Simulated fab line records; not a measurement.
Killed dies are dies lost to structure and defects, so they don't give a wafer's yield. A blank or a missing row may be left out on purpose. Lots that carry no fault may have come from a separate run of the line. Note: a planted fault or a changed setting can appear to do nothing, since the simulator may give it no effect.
A struck lot beside a sound one + flow sky130 + 43 steps out of a route of 708
Sound: these wafers, L244.1, L244.3, L244.4. Struck: wafer L249.6 (left out: L249.1, L249.5 of the same lot, which were not struck); the cause appears at the end.
Each step with rows lists, per side, the tool, then ch with its chambers, then its first start. Under that, the readings that differ: sound wafers + struck wafers + difference of the means + sigmas: that difference in standard deviations of wafers without a fault.
alike: words and numbers the same on both sides, and readings whose means are apart by under 2 such deviations; not compared: readings that were withheld, readings missing a value for some wafer, numbers with overlapping values and no deviation given by the record, and bounds like >300 which may hide the same value.
A row with sigmas, a row that says differs or no value, or rows on one side alone: a step with any of these is where the two part. Numbers that have no deviation but don't overlap get no sigmas and don't part them. A reading missing from all wafers of one side parts the sides only when that side holds two or more wafers.

SKY_CONTACT_OVL_MEAS_15:
  sound: overlay-01 at day 34 10:05; struck: overlay-02 at day 35 14:29
  alike: CONTACT_OVL
then, 3 steps without rows for these wafers: SKY_CONTACT_ETCH_16 (etches BARC in N2/H2, stops on SiO2, time 45.9 s, target depth 60 nm); SKY_CONTACT_ETCH_17 (etches SiO2 in C4F8/O2/Ar, stops on Si3N4, target depth 340 nm); SKY_CONTACT_ETCH_18 (etches Si3N4 in CHF3/O2, stops on TiN, time 39 s, target depth 75 nm).
SKY_CONTACT_STRIP_19: strips in O2/N2.
  sound on plasma_asher-01 ch 0,1, day 34 10:15; struck on plasma_asher-01 ch 1, day 35 14:40
  alike: drypump_motor_current_A, oes_product_au, strip_time_to_endpoint_s
  not compared: rf_hours_counter_h
then, 4 steps without rows for these wafers: SKY_CONTACT_STRIP_20 (strips in post etch residue remover, time 1200 s); SKY_CONTACT_CLEAN_21 (cleans in IPA, time 180 s); SKY_CONTACT_CLEAN_22 (cleans in O3/DIW); SKY_CONTACT_SPUTTER_23 (material TiN, target thk 20 nm, time 80 s).
SKY_CONTACT_CVD_24: deposits W, target thk 340 nm, time 102.12 s.
  sound on cvd_w-02 ch 0,1, day 34 10:54; struck on cvd_w-02 ch 0, day 35 15:25
  alike: heater_power_w
SKY_CONTACT_RS_MEAS_25: measurement is done with a four-point probe.
  sound: film_metro-02 at day 34 11:01; struck: film_metro-03 at day 35 15:31
  alike: CONTACT_W_RS
SKY_CONTACT_THK_MEAS_26: measures by xrf.
  sound: film_metro-02 at day 34 11:08; struck: film_metro-03 at day 35 15:38
  alike: CONTACT_W_THK
SKY_CONTACT_CMP_27: polishes, stops on SiO2, t overpolish 15 s, target thk 0 nm.
  sound on cmp-01 ch 0,2,3, day 34 11:11; struck on cmp-02 ch 2, day 35 15:47
| reading             | sound         | struck | difference | sigmas |
|---------------------|---------------|--------|------------|--------|
| motor_current_A (A) | 8.8 10.5 10.6 | 13.1   | +3.1       | +3     |
  alike: overpolish_run_s, time_to_endpoint_s
SKY_METAL1_SPUTTER_00: material Ti, target thk 15 nm, time 10 s.
  sound: pvd_sputter-03 at day 34 11:29; struck: pvd_sputter-01 at day 35 16:02
  alike: throttle_valve_pct
then, 3 steps without rows for these wafers: SKY_METAL1_SPUTTER_01 (material TiN, target thk 20 nm, time 16.7 s); SKY_METAL1_SPUTTER_02 (material AlCu, target thk 250 nm, time 13.3 s); SKY_METAL1_SPUTTER_03 (material Ti, target thk 5 nm, time 3.3 s).
SKY_METAL1_SPUTTER_04: material TiN, target thk 70 nm, time 58.3 s.
  sound: pvd_sputter-03 at day 34 11:35; struck: pvd_sputter-01 at day 35 16:08
  alike: throttle_valve_pct
SKY_METAL1_RS_MEAS_05: measurement is done with a four-point probe.
  sound: film_metro-04 at day 34 11:38; struck: film_metro-03 at day 35 16:11
  alike: METAL1_ALCU_RS
SKY_METAL1_THK_MEAS_06: measures by xrf.
  sound: film_metro-04 at day 34 11:45; struck: film_metro-03 at day 35 16:19
  alike: METAL1_ALCU_THK
then, 8 steps without rows for these wafers: SKY_METAL1_DEHYDRATE_07 (time 60 s); SKY_METAL1_HMDS_08 (prime time 60 s); SKY_METAL1_COAT_09 (resist thk 60 nm); SKY_METAL1_COAT_10 (resist thk 450 nm); SKY_METAL1_SOFTBAKE_11 (time 90 s); SKY_METAL1_EXPOSE_12 (exposes mask MM1, target cd 140 nm); SKY_METAL1_PEB_13; SKY_METAL1_DEVELOP_14 (develop time 60 s).
SKY_METAL1_CD_MEAS_15: target cd 140 nm.
  sound: cd_sem-01 at day 35 13:52; struck: cd_sem-01 at day 36 17:10
  alike: cd_nm
SKY_METAL1_OVL_MEAS_16:
  sound: overlay-01 at day 35 13:59; struck: overlay-01 at day 36 17:17
  alike: METAL1_OVL
then, 2 steps without rows for these wafers: SKY_METAL1_DESCUM_17 (chemistry O2, time 8 s); SKY_METAL1_ETCH_18 (etches BARC in N2/H2, stops on SiO2, time 45.9 s, target depth 60 nm).
SKY_METAL1_METAL_ETCH_19: etches the open film in Cl2/BCl3, stops on SiO2, target depth 360 nm, time 78 s.
  sound on rie_metal-04 ch 0,1, day 35 14:07; struck on rie_metal-03 ch 0, day 36 17:25
  alike: drypump_motor_current_A, oes_product_au, throttle_valve_pct
  not compared: rf_hours_counter_h
then, 5 steps without rows for these wafers: SKY_METAL1_STRIP_20 (strips in O2/N2); SKY_METAL1_STRIP_21 (strips in post etch residue remover, time 1200 s); SKY_METAL1_CLEAN_22 (cleans in IPA, time 180 s); SKY_METAL1_CLEAN_23 (cleans in O3/DIW); SKY_VIA1_HDPCVD_00 (deposits SiO2, target thk 1030 nm, time 171.7 s).
SKY_VIA1_THK_MEAS_01:
  sound: film_metro-02 at day 35 15:04; struck: film_metro-02 at day 36 18:17
| reading              | sound          | struck | difference | sigmas |
|----------------------|----------------|--------|------------|--------|
| VIA1_HDPCVD_THK (nm) | 1034 1040 1045 | 984    | -56        | -5     |
then, 1 step without rows for these wafers: SKY_VIA1_CMP_02 (polishes SiO2).
SKY_VIA1_BOW_MEAS_03:
  sound: film_metro-02 at day 35 15:25; struck: film_metro-02 at day 36 18:39
  alike: VIA1_BOW
then, 1 step without rows for these wafers: SKY_VIA1_DEHYDRATE_04 (time 60 s).
-- the record jumps here: 12 days lie between the struck wafers' starts before and after (it left off in module VIA1 and takes up again in module PAD_OPEN, whose first step shown is number 708 of the route) --
SKY_PAD_OPEN_PROBE_99:
  sound: prober-02 at day 47 22:46; struck: prober-01 at day 48 19:36
| reading            | sound    | struck | difference | sigmas |
|--------------------|----------|--------|------------|--------|
| killed_at_M0_to_M3 | 40 48 42 | 28     | -15        | -3     |
| killed_at_contacts | 22 29 26 | 222    | +196       | +38    |
| killed_dies        | 79 85 81 | 262    | +180       | +22    |
| killed_on_rim      | 11 15 14 | 46     | +33        | +9     |
| killed_open        | 34 56 46 | 30     | -15        | -2     |
  alike: killed_at_M4_up, killed_at_front_end, killed_at_other, killed_short

## WHERE THEY PART
Last at SKY_PAD_OPEN_PROBE_99 as far as this record goes, first at SKY_CONTACT_CMP_27.

WHY: the cause the simulator had injected
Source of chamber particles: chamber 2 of cmp-02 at SKY_CONTACT_CMP_27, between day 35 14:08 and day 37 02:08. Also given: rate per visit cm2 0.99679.
